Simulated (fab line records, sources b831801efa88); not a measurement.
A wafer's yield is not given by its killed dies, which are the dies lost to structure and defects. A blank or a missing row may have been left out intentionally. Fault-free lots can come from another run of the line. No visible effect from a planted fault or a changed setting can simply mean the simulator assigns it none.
Chamber matching    flow gf180mcu    GF_V4_CMP_26 on cmp-01: 4 sister chambers
The step polishes, stops on SiO2, t overpolish 15 s, target thk 0 nm. 8 wafers are shown with their chamber, then 8 later ones without.

## WAFERS PAIRED WITH THEIR CHAMBERS
wafer   chamber  motorCurrentA (A)  edgeZonePressureFrac
L885.2  1        10.7               0.989
L885.5  2        11.2               1.004
L891.1  0        11.8               1.008
L891.3  2        11.1               1.002
L891.4  1        11.0               0.997
L892.5  3        12.4               0.997
L892.6  0        11.5               1.003
L894.1  3        12.5               0.994

## WAFERS WHOSE CHAMBER IS MISSING
wafer   motorCurrentA (A)  edgeZonePressureFrac
L894.2  11.3               0.996
L894.6  11.8               0.994
L901.2  11.1               1.002
L901.4  10.6               0.997
L901.6  10.9               1.003
L903.2  10.6               1.005
L903.3  11.3               1.000
L903.6  11.1               0.999

## WHICH CHAMBER EACH WENT THROUGH
wafer    from the rows above            in truth
L894.2   can't be placed: 2 or 1 or 0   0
L894.6   can't be placed: 0 or 3 or 2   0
L901.2   2                              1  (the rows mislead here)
L901.4   can't be placed: 1 or 2        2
L901.6   can't be placed: 2 or 1        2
L903.2   can't be placed: 2 or 1        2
L903.3   can't be placed: 2 or 0        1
L903.6   can't be placed: 2 or 1        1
Placed correctly: 0 of 8. From these rows, 7 cannot be placed; in 6 the true chamber is one of the candidates. Number placed wrongly: 1.
How it was worked out, from the rows above alone: a wafer's distance from a chamber is the root of the sum, over the readings, of the square of ((its reading less the chamber's mean) divided by the reading's scatter). The wafer belongs to the nearest chamber; if the next one is less than 2 further off, it can't be placed. A chamber's mean is the mean of its shown wafers. The scatter: take each reading less its chamber's mean, square it, sum over the shown wafers, divide by the number of wafers less the number of chambers, and take the root.
